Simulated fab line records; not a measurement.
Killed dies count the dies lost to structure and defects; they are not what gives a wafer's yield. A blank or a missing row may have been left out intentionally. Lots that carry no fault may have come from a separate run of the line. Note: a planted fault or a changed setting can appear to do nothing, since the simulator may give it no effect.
Which tool was responsible? -- flow sky130 -- 13 lots with 39 wafers sampled at 3 steps, on a route of 708 steps

== WHAT EACH GAUGE READ, for each wafer ==
SKY_FIELD_ISO_THK_MEAS_23. Usual: FIELD_ISO_OXIDATION_01_THK gives 10.03 nm (standard deviation 0.19).
lot,measured,on,FIELD_ISO_OXIDATION_01_THK (nm),flag
L686,day 2 09:47,film_metro-02,10.22 10.15 10.18,
L688,day 2 18:49,film_metro-01,9.83 9.68 9.61,
L692,day 3 14:26,film_metro-02,10.29 10.40 10.23,
L694,day 4 00:50,film_metro-01,9.87 10.07 10.08,
L696,day 4 15:44,film_metro-01,10.01 9.74 10.06,
L697,day 4 22:12,film_metro-03,9.85 9.95 9.79,
L699,day 5 02:50,film_metro-02,10.20 9.97 10.05,
L704,day 6 08:17,film_metro-03,10.17 9.85 9.87,
L705,day 6 14:06,film_metro-03,9.82 9.67 9.91,
L706,day 6 17:01,film_metro-02,10.09 10.20 10.10,
L707,day 6 19:19,film_metro-02,9.99 9.93 9.74,
L708,day 7 00:59,film_metro-02,9.94 9.89 10.01,
L709,day 7 06:28,film_metro-01,10.07 10.06 10.29,

SKY_PWDE_OVL_MEAS_07. Usual: PWDE_OVL gives 0.7 nm (standard deviation 1.7).
lot,measured,on,PWDE_OVL (nm),flag
L686,day 3 22:56,overlay-01,-3.4 -0.2 -0.8,
L688,day 4 08:38,overlay-02,1.0 1.8 1.9,
L692,day 5 06:41,overlay-02,3.5 2.9 3.4,
L694,day 5 16:38,overlay-02,0.4 0.7 2.0,
L696,day 6 07:49,overlay-02,2.3 1.7 3.4,
L697,day 6 16:01,overlay-01,1.3 0.7 0.3,
L699,day 6 22:55,overlay-01,0.8 0.7 0.4,
L704,day 8 05:28,overlay-01,-2.5 -2.2 -2.9,
L705,day 8 09:26,overlay-01,2.3 2.0 1.9,
L706,day 8 13:19,overlay-01,0.4 0.0 1.8,
L707,day 8 17:31,overlay-02,0.8 2.1 2.8,
L708,day 8 22:31,overlay-02,4.5 3.0 3.4,
L709,day 9 07:16,overlay-02,1.0 0.0 -0.7,

== TOOL THAT RAN EACH LOT (tool first, then ch and the chambers of the sampled wafers, then the start) ==
lot,SKY_FIELD_ISO_ETCH_17
L686,"rie_si-01 ch 0,2, day 2 08:06"
L688,"rie_si-02 ch 0,1,2, day 2 16:33"
L692,"rie_si-02 ch 2,3, day 3 12:23"
L694,"rie_si-01 ch 0,1, day 3 22:47"
L696,"rie_si-01 ch 0,1,2, day 4 13:29"
L697,"rie_si-01 ch 1,2,3, day 4 20:02"
L699,"rie_si-01 ch 0,1,2, day 5 00:35"
L704,"rie_si-01 ch 1,2, day 6 06:45"
L705,"rie_si-01 ch 0,1,3, day 6 12:09"
L706,"rie_si-02 ch 0,1,2, day 6 15:17"
L707,"rie_si-01 ch 0,1,2, day 6 17:41"
L708,"rie_si-02 ch 0,2, day 6 23:27"
L709,"rie_si-02 ch 0,1,3, day 7 04:57"
- SKY_FIELD_ISO_ETCH_17: etches Si in HBr/Cl2/O2, target depth 342 nm, time 97.7 s.

== WHAT THE TOOLS THEMSELVES READ (means of the sampled wafers that have a number; where no wafer has one, the mark that the record gives instead) ==
SKY_FIELD_ISO_ETCH_17. Usual: HBr_flow_sccm 150.0 sccm, standard deviation 0.44; drypump_motor_current_A 5.72 A, standard deviation 0.16; he_backside_leak_sccm 2.74 sccm, standard deviation 0.29; oes_product_au 0.998 a.u., standard deviation 0.011; throttle_valve_pct 25.657 %, standard deviation 0.011.
lot,tool,HBr_flow_sccm (sccm),drypump_motor_current_A (A),he_backside_leak_sccm (sccm),oes_product_au (a.u.),throttle_valve_pct (%),flag
L686,rie_si-01,149.9,5.70,2.88,1.006,25.648,
L688,rie_si-02,150.1,5.66,2.62,1.001,25.655,
L692,rie_si-02,150.2,5.60,2.86,0.992,25.664,
L694,rie_si-01,149.8,5.68,2.70,1.003,25.660,
L696,rie_si-01,149.7,5.71,2.79,0.992,25.655,
L697,rie_si-01,150.1,5.77,2.67,0.988,25.657,
L699,rie_si-01,150.0,5.70,3.55,0.990,25.658,
L704,rie_si-01,150.4,5.69,2.99,0.993,25.656,
L705,rie_si-01,150.2,5.77,2.59,1.009,25.655,
L706,rie_si-02,149.9,5.66,2.81,0.991,25.658,
L707,rie_si-01,149.9,5.68,2.84,0.994,25.663,
L708,rie_si-02,150.0,5.53,2.70,1.017,25.645,
L709,rie_si-02,149.8,5.69,2.62,1.001,25.665,

== THE ANSWER, worked out from the rows above alone ==
Rule: take the mean of a lot's wafers that have a number; if it is more than 3 standard deviations from the usual mean, the lot is off. A lot without any number at a reading at which 4 lots or more have one is off too. The other lots that the step has rows for count as sound. After the gauges, taken in route order, come the tools' own readings; for these a lot's mean is taken, as printed above. The first step at which some lot is off is used, and at that step the reading that is off furthest; a lot without a number counts as furthest.
None of the lots is off at any reading shown; this tells nothing.

== WHAT THE SIMULATOR HAD PUT IN ==
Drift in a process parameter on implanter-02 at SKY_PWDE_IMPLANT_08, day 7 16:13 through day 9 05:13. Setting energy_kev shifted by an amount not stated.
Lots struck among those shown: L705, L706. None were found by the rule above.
